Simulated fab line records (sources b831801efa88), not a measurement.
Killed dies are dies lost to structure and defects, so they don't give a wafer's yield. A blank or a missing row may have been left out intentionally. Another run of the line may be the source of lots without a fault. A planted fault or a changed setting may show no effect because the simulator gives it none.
A lot that was struck, set against a sound lot ; flow gf180mcu ; 14 out of 602 route steps
Sound: wafers L286.4, L286.5, L286.6. Wafers L293.1, L293.2, L293.5 were the ones struck. Last of all comes the cause.
Order at every step that has rows: each side's tool, ch and its chambers, its first start. Under that, the readings that differ: sound wafers ; struck wafers ; difference of the means ; sigmas: that difference in standard deviations of wafers without a fault.
alike: same words and numbers on both sides, and readings whose means sit less than 2 such deviations apart. not compared: any withheld reading, any reading some wafer has no value for, any bound like >300 that may hide the same value, and any number with overlapping values for which the record gives no deviation.
A row with sigmas, a row that says differs or no value, or rows on one side alone: a step with any of these is where the two part. Numbers that don't overlap but have no deviation are shown without sigmas and don't part them. Lack of a reading on every wafer of one side parts them only where that side has two or more wafers.

first, 3 steps without rows for these wafers: GF_HV_LDD_EXPOSE_04 (exposes mask Nplus LV AREA, target cd 400 nm); GF_HV_LDD_PEB_05; GF_HV_LDD_DEVELOP_06 (develop time 60 s).
GF_HV_LDD_CD_MEAS_07: the cd target is 400 nm.
  sound on cd_sem-02 at day 11 18:10; struck on cd_sem-01 at day 13 19:48
  alike: cd_nm
GF_HV_LDD_OVL_MEAS_08:
  sound on overlay-01 at day 11 18:14; struck on overlay-02 at day 13 19:55
  alike: HV_LDD_OVL
then, 1 step without rows for these wafers: GF_HV_LDD_IMPLANT_09.
GF_HV_LDD_STRIP_10: strips in O2/N2.
  sound on plasma_asher-02 ch 0,1, day 11 18:26; struck on plasma_asher-04 ch 0,1, day 13 20:07
reading;sound;struck;difference;sigmas
heater_power_w (W);322 334 323;406 346 394;+56;+2
  alike: drypump_motor_current_A, n2_flow_sccm, oes_product_au, strip_time_to_endpoint_s
  not compared: rf_hours_counter_h
GF_HV_LDD_TW_MEAS_11:
  sound on film_metro-02 at day 11 18:32; struck on film_metro-02 at day 13 20:13
  alike: HV_LDD_TW
then, 4 steps without rows for these wafers: GF_HV_LDD_DEHYDRATE_12 (time 60 s); GF_HV_LDD_HMDS_13 (prime time 60 s); GF_HV_LDD_COAT_14 (resist thk 1000 nm); GF_HV_LDD_SOFTBAKE_15 (time 60 s).
GF_HV_LDD_EXPOSE_16: exposes mask Pplus LV AREA, target cd 400 nm.
  sound on iline_stepper-02 ch 0, day 12 04:44; struck on iline_stepper-01, day 14 06:44
  no value came back on the struck wafers for exposure_dose_mJ_cm2, focus_offset_nm (nm), sigma_outer; on the sound wafers exposure_dose_mJ_cm2 reads 139.99 140.04 139.99
reading;sound;struck;difference;sigmas
model.HV_LDD.overlay_x_nm (nm);0.3264 0.3264 0.3264;0.002108 0.002108 0.002108;-0.324292;
  alike: mask
then, 1 step without rows for these wafers: GF_HV_LDD_PEB_17.

## WHERE THEY PART
Earliest at GF_HV_LDD_STRIP_10; latest, in this record, at GF_HV_LDD_EXPOSE_16.

WHY: what had been put in by the simulator
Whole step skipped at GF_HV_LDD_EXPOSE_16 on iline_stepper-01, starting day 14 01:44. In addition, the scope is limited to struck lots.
